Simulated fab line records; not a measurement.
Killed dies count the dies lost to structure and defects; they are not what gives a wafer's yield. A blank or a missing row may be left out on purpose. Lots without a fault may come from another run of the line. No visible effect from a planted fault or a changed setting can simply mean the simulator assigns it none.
Which tool is to blame? || flow gf180mcu || 14 lots, 42 wafers sampled, at 3 steps of a route of 602

WHAT EACH GAUGE READ, for each wafer
GF_NWELL_OVL_MEAS_07.
{"lot": "L915", "measured": "day 3 07:00", "on": "overlay-02", "NWELL_OVL (nm)": "-1.5 -2.5 -0.3"}
{"lot": "L916", "measured": "day 3 13:51", "on": "overlay-02", "NWELL_OVL (nm)": "-0.5 -0.4 -0.3"}
{"lot": "L917", "measured": "day 3 19:22", "on": "overlay-01", "NWELL_OVL (nm)": "-2.0 -2.6 -0.9"}
{"lot": "L918", "measured": "day 3 22:46", "on": "overlay-02", "NWELL_OVL (nm)": "-3.0 -5.3 -4.3"}
{"lot": "L919", "measured": "day 4 05:06", "on": "overlay-02", "NWELL_OVL (nm)": "-0.9 -1.8 -0.2"}
{"lot": "L921", "measured": "day 4 14:46", "on": "overlay-01", "NWELL_OVL (nm)": "-0.2 -0.3 -1.2"}
{"lot": "L922", "measured": "day 4 22:07", "on": "overlay-02", "NWELL_OVL (nm)": "-2.5 -1.9 -3.5"}
{"lot": "L923", "measured": "day 5 03:33", "on": "overlay-02", "NWELL_OVL (nm)": "-2.9 -1.9 -2.0"}
{"lot": "L924", "measured": "day 5 07:33", "on": "overlay-01", "NWELL_OVL (nm)": "-1.4 -2.3 -2.0"}
{"lot": "L925", "measured": "day 5 13:03", "on": "overlay-02", "NWELL_OVL (nm)": "-0.8 -2.0 -0.8"}
{"lot": "L926", "measured": "day 5 18:01", "on": "overlay-01", "NWELL_OVL (nm)": "-0.7 -0.9 -0.9"}
{"lot": "L928", "measured": "day 6 09:06", "on": "overlay-02", "NWELL_OVL (nm)": "-0.9 -1.0 -2.7"}
{"lot": "L935", "measured": "day 7 20:09", "on": "overlay-01", "NWELL_OVL (nm)": "0.3 1.0 0.7"}
{"lot": "L936", "measured": "day 8 00:33", "on": "overlay-02", "NWELL_OVL (nm)": "-0.9 -1.3 -0.5"}

GF_CONTACT_OVL_MEAS_15.
{"lot": "L915", "measured": "day 15 21:09", "on": "overlay-02", "CONTACT_OVL (nm)": "0 6 5"}
{"lot": "L916", "measured": "day 16 12:37", "on": "overlay-02", "CONTACT_OVL (nm)": "-21 -16 -9"}
{"lot": "L917", "measured": "day 16 21:12", "on": "overlay-02", "CONTACT_OVL (nm)": "-8 -13 -10"}
{"lot": "L918", "measured": "day 17 00:55", "on": "overlay-02", "CONTACT_OVL (nm)": "-9 -5 -3"}
{"lot": "L919", "measured": "day 17 11:19", "on": "overlay-02", "CONTACT_OVL (nm)": "4 3 7"}
{"lot": "L921", "measured": "day 18 08:14", "on": "overlay-01", "CONTACT_OVL (nm)": "-5 -4 0"}
{"lot": "L922", "measured": "day 18 15:56", "on": "overlay-02", "CONTACT_OVL (nm)": "0 1 -4"}
{"lot": "L923", "measured": "day 19 00:55", "on": "overlay-01", "CONTACT_OVL (nm)": "10 10 2"}
{"lot": "L924", "measured": "day 19 08:10", "on": "overlay-02", "CONTACT_OVL (nm)": "3 -1 -5"}
{"lot": "L925", "measured": "day 19 20:43", "on": "overlay-02", "CONTACT_OVL (nm)": "-15 -16 -11"}
{"lot": "L926", "measured": "day 20 01:18", "on": "overlay-01", "CONTACT_OVL (nm)": "-2 -4 -4"}
{"lot": "L928", "measured": "day 21 07:51", "on": "overlay-02", "CONTACT_OVL (nm)": "2 -5 -2"}
{"lot": "L935", "measured": "day 23 06:40", "on": "overlay-01", "CONTACT_OVL (nm)": "-4 -7 2"}
{"lot": "L936", "measured": "day 23 18:03", "on": "overlay-01", "CONTACT_OVL (nm)": "5 2 1"}

TOOL THAT RAN EACH LOT (tool first, then ch and the chambers of the sampled wafers, then the start)
{"lot": "L915", "GF_DNWELL_IMPLANT_07": "implanter-02 ch 0, day 2 18:31"}
{"lot": "L916", "GF_DNWELL_IMPLANT_07": "implanter-03 ch 0, day 3 00:28"}
{"lot": "L917", "GF_DNWELL_IMPLANT_07": "implanter-03 ch 0, day 3 05:43"}
{"lot": "L918", "GF_DNWELL_IMPLANT_07": "implanter-04 ch 0, day 3 10:12"}
{"lot": "L919", "GF_DNWELL_IMPLANT_07": "implanter-04 ch 0, day 3 15:35"}
{"lot": "L921", "GF_DNWELL_IMPLANT_07": "implanter-03 ch 0, day 4 01:21"}
{"lot": "L922", "GF_DNWELL_IMPLANT_07": "implanter-04 ch 0, day 4 08:14"}
{"lot": "L923", "GF_DNWELL_IMPLANT_07": "implanter-02 ch 0, day 4 13:45"}
{"lot": "L924", "GF_DNWELL_IMPLANT_07": "implanter-04 ch 0, day 4 17:36"}
{"lot": "L925", "GF_DNWELL_IMPLANT_07": "implanter-04 ch 0, day 4 22:36"}
{"lot": "L926", "GF_DNWELL_IMPLANT_07": "implanter-04 ch 0, day 5 03:29"}
{"lot": "L928", "GF_DNWELL_IMPLANT_07": "implanter-04 ch 0, day 5 18:23"}
{"lot": "L935", "GF_DNWELL_IMPLANT_07": "implanter-02 ch 0, day 7 04:18"}
{"lot": "L936", "GF_DNWELL_IMPLANT_07": "implanter-02 ch 0, day 7 08:56"}
- GF_DNWELL_IMPLANT_07

WHAT THE TOOLS THEMSELVES READ (means of the sampled wafers that have a number; where no wafer has one, the mark that the record gives instead)
GF_DNWELL_IMPLANT_07.
{"lot": "L915", "tool": "implanter-02", "beam-energy-keV": 1499.9, "end-station-pressure-torr (Torr)": 5.26e-06}
{"lot": "L916", "tool": "implanter-03", "beam-energy-keV": 1499.8, "end-station-pressure-torr (Torr)": 5.00e-06}
{"lot": "L917", "tool": "implanter-03", "beam-energy-keV": 1499.9, "end-station-pressure-torr (Torr)": 4.77e-06}
{"lot": "L918", "tool": "implanter-04", "beam-energy-keV": 1499.7, "end-station-pressure-torr (Torr)": 5.08e-06}
{"lot": "L919", "tool": "implanter-04", "beam-energy-keV": 1500.1, "end-station-pressure-torr (Torr)": 4.91e-06}
{"lot": "L921", "tool": "implanter-03", "beam-energy-keV": 1499.7, "end-station-pressure-torr (Torr)": 4.97e-06}
{"lot": "L922", "tool": "implanter-04", "beam-energy-keV": 1499.6, "end-station-pressure-torr (Torr)": 4.90e-06}
{"lot": "L923", "tool": "implanter-02", "beam-energy-keV": 1499.9, "end-station-pressure-torr (Torr)": 5.09e-06}
{"lot": "L924", "tool": "implanter-04", "beam-energy-keV": 1499.6, "end-station-pressure-torr (Torr)": 5.11e-06}
{"lot": "L925", "tool": "implanter-04", "beam-energy-keV": 1500.4, "end-station-pressure-torr (Torr)": 5.28e-06}
{"lot": "L926", "tool": "implanter-04", "beam-energy-keV": 1470.1, "end-station-pressure-torr (Torr)": 5.41e-06}
{"lot": "L928", "tool": "implanter-04", "beam-energy-keV": 1469.9, "end-station-pressure-torr (Torr)": 4.94e-06}
{"lot": "L935", "tool": "implanter-02", "beam-energy-keV": 1500.4, "end-station-pressure-torr (Torr)": 5.13e-06}
{"lot": "L936", "tool": "implanter-02", "beam-energy-keV": 1499.7, "end-station-pressure-torr (Torr)": 5.20e-06}

THE ANSWER, worked out from the rows above alone
Rule: usual is defined by the lots themselves. Put in order of their means at a reading, lots are off if they are a third of the lots or fewer, leave a main group of 4 or more, and stand apart from it by a gap of 3 or more times the standard deviation of the main group's means; of several such gaps the widest counts. A main group whose means are all the same, to the digits that the tables above print for the reading, isn't used. A lot without any number at a reading at which 4 lots or more have one is off too. Where the step has rows for the other lots, those lots are counted as sound. Order of review: gauges by route order, followed by the tools' own readings, for which a lot's mean as printed above is used. The first step at which some lot is off is used, and at that step the reading that is off furthest; a lot without a number counts as furthest.
Off: L926, L928, at GF_DNWELL_IMPLANT_07 (beam-energy-keV). Main group: mean 1499.9, sd 0.27.
If a tool, at that step or one of the process steps before it, ran each lot that is off and ran no sound lot following the first of them, it fits. One candidate fits, namely implanter-04 at GF_DNWELL_IMPLANT_07. A fault onset in the window from L925 (day 4 22:36, its last sound lot) to L926 (day 5 03:29, its first lot off) fits.
The tool's own readings at GF_DNWELL_IMPLANT_07 bear it out: on the lots that are off they differ by more than 5 times the standard deviation of the sound lots' means. beam-energy-keV reads 1470.0 there against 1499.9 on the sound lots.

WHAT WAS PUT IN BY THE SIMULATOR
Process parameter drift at GF_DNWELL_IMPLANT_07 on implanter-04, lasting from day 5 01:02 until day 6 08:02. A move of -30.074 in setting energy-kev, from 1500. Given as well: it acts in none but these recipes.
Lots struck among those shown: L926, L928. The rule above reached the same finding.
